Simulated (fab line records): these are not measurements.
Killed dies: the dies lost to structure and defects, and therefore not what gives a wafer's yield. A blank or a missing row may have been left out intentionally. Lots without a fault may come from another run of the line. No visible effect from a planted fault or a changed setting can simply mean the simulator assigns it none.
The tool behind it: which one? || flow sky130 || 42 wafers from 14 lots sampled at 2 of the route's 708 steps

WHAT EACH GAUGE READ, for each wafer
SKY_DNWELL_TW_MEAS_09.
{"lot": "L707", "measured": "day 3 02:42", "on": "film-metro-01", "DNWELL_TW": "1118 1113 1114"}
{"lot": "L708", "measured": "day 3 11:34", "on": "film-metro-01", "DNWELL_TW": "1114 1111 1118"}
{"lot": "L710", "measured": "day 3 20:43", "on": "film-metro-01", "DNWELL_TW": "1112 1113 1112"}
{"lot": "L711", "measured": "day 4 02:27", "on": "film-metro-02", "DNWELL_TW": "1112 1120 1118"}
{"lot": "L712", "measured": "day 4 09:19", "on": "film-metro-03", "DNWELL_TW": "1101 1102 1102"}
{"lot": "L715", "measured": "day 5 00:13", "on": "film-metro-02", "DNWELL_TW": "1122 1116 1117"}
{"lot": "L716", "measured": "day 5 05:52", "on": "film-metro-01", "DNWELL_TW": "1121 1119 1120"}
{"lot": "L717", "measured": "day 5 12:37", "on": "film-metro-03", "DNWELL_TW": "1109 1108 1101"}
{"lot": "L720", "measured": "day 6 02:01", "on": "film-metro-01", "DNWELL_TW": "1114 1110 1116"}
{"lot": "L722", "measured": "day 6 13:46", "on": "film-metro-01", "DNWELL_TW": "30 30 30"}
{"lot": "L723", "measured": "day 6 20:39", "on": "film-metro-03", "DNWELL_TW": "30 30 30"}
{"lot": "L724", "measured": "day 7 01:03", "on": "film-metro-01", "DNWELL_TW": "1111 1114 1112"}
{"lot": "L729", "measured": "day 8 04:59", "on": "film-metro-03", "DNWELL_TW": "1104 1099 1099"}
{"lot": "L730", "measured": "day 8 08:39", "on": "film-metro-01", "DNWELL_TW": "1115 1110 1116"}

EACH LOT AND THE TOOL THAT RAN IT (in order: tool; ch and the chambers of the sampled wafers; start)
{"lot": "L707", "SKY_DNWELL_EXPOSE_04": "iline-stepper-01 ch 0, day 2 18:31"}
{"lot": "L708", "SKY_DNWELL_EXPOSE_04": "iline-stepper-01 ch 0, day 3 03:14"}
{"lot": "L710", "SKY_DNWELL_EXPOSE_04": "iline-stepper-02 ch 0, day 3 11:49"}
{"lot": "L711", "SKY_DNWELL_EXPOSE_04": "iline-stepper-01 ch 0, day 3 17:32"}
{"lot": "L712", "SKY_DNWELL_EXPOSE_04": "iline-stepper-01 ch 0, day 4 00:26"}
{"lot": "L715", "SKY_DNWELL_EXPOSE_04": "iline-stepper-01 ch 0, day 4 15:01"}
{"lot": "L716", "SKY_DNWELL_EXPOSE_04": "iline-stepper-01 ch 0, day 4 20:31"}
{"lot": "L717", "SKY_DNWELL_EXPOSE_04": "iline-stepper-02 ch 0, day 5 02:46"}
{"lot": "L720", "SKY_DNWELL_EXPOSE_04": "iline-stepper-02 ch 0, day 5 16:10"}
{"lot": "L722", "SKY_DNWELL_EXPOSE_04": "iline-stepper-02, day 6 03:34"}
{"lot": "L723", "SKY_DNWELL_EXPOSE_04": "iline-stepper-02, day 6 11:12"}
{"lot": "L724", "SKY_DNWELL_EXPOSE_04": "iline-stepper-02 ch 0, day 6 15:34"}
{"lot": "L729", "SKY_DNWELL_EXPOSE_04": "iline-stepper-01 ch 0, day 7 18:14"}
{"lot": "L730", "SKY_DNWELL_EXPOSE_04": "iline-stepper-01 ch 0, day 7 21:32"}
- SKY_DNWELL_EXPOSE_04: exposes mask DNM, target cd 3000 nm.

AS READ BY THE TOOLS THEMSELVES (means over the sampled wafers that have a number; for cases with no such wafer, the mark the record gives instead)
SKY_DNWELL_EXPOSE_04.
{"lot": "L707", "tool": "iline-stepper-01", "exposure-dose-mJ-cm2": 221.93, "focus-offset-nm (nm)": -0.3, "reticle-temp-C (C)": 23.10}
{"lot": "L708", "tool": "iline-stepper-01", "exposure-dose-mJ-cm2": 222.34, "focus-offset-nm (nm)": -0.1, "reticle-temp-C (C)": 22.90}
{"lot": "L710", "tool": "iline-stepper-02", "exposure-dose-mJ-cm2": 222.33, "focus-offset-nm (nm)": -0.3, "reticle-temp-C (C)": 23.05}
{"lot": "L711", "tool": "iline-stepper-01", "exposure-dose-mJ-cm2": 222.01, "focus-offset-nm (nm)": -0.4, "reticle-temp-C (C)": 23.02}
{"lot": "L712", "tool": "iline-stepper-01", "exposure-dose-mJ-cm2": 222.15, "focus-offset-nm (nm)": 0.4, "reticle-temp-C (C)": 23.01}
{"lot": "L715", "tool": "iline-stepper-01", "exposure-dose-mJ-cm2": 221.76, "focus-offset-nm (nm)": -0.4, "reticle-temp-C (C)": 22.91}
{"lot": "L716", "tool": "iline-stepper-01", "exposure-dose-mJ-cm2": 221.90, "focus-offset-nm (nm)": -0.2, "reticle-temp-C (C)": 23.04}
{"lot": "L717", "tool": "iline-stepper-02", "exposure-dose-mJ-cm2": 221.76, "focus-offset-nm (nm)": -0.6, "reticle-temp-C (C)": 23.10}
{"lot": "L720", "tool": "iline-stepper-02", "exposure-dose-mJ-cm2": 222.16, "focus-offset-nm (nm)": 0.7, "reticle-temp-C (C)": 23.07}
{"lot": "L722", "tool": "iline-stepper-02", "exposure-dose-mJ-cm2": "-", "focus-offset-nm (nm)": "-", "reticle-temp-C (C)": "-"}
{"lot": "L723", "tool": "iline-stepper-02", "exposure-dose-mJ-cm2": "-", "focus-offset-nm (nm)": "-", "reticle-temp-C (C)": "-"}
{"lot": "L724", "tool": "iline-stepper-02", "exposure-dose-mJ-cm2": 221.58, "focus-offset-nm (nm)": -0.1, "reticle-temp-C (C)": 22.91}
{"lot": "L729", "tool": "iline-stepper-01", "exposure-dose-mJ-cm2": 221.75, "focus-offset-nm (nm)": -0.2, "reticle-temp-C (C)": 23.11}
{"lot": "L730", "tool": "iline-stepper-01", "exposure-dose-mJ-cm2": 221.98, "focus-offset-nm (nm)": 0.5, "reticle-temp-C (C)": 23.16}

THE ANSWER, worked out from the rows above alone
Rule: what is usual is taken from the lots themselves. Put in order of their means at a reading, lots are off if they are a third of the lots or fewer, leave a main group of 4 or more, and stand apart from it by a gap of 3 or more times the standard deviation of the main group's means; of several such gaps the widest counts. A main group whose means are all the same, to the digits that the tables above print for the reading, isn't used. Also off: a lot with no number at a reading for which 4 or more lots have one. All remaining lots with rows at the step are treated as sound. First the gauges in route order, then the tools' own readings, where a lot's mean is used as printed above. The first step at which some lot is off is used, and at that step the reading that is off furthest; a lot without a number counts as furthest.
Off: L722, L723, seen at SKY_DNWELL_TW_MEAS_09 (DNWELL_TW). The main group: mean 1112, standard deviation 5.9.
A tool fits if, at a process step before that reading, it ran every lot that is off, and no sound lot after the first of them. The gauges at SKY_DNWELL_TW_MEAS_09 aren't tried: what is off there is off at SKY_DNWELL_EXPOSE_04 too, on other tools, and a gauge's error can't cause that. None of those tried fits.

WHAT THE SIMULATOR HAD PUT IN
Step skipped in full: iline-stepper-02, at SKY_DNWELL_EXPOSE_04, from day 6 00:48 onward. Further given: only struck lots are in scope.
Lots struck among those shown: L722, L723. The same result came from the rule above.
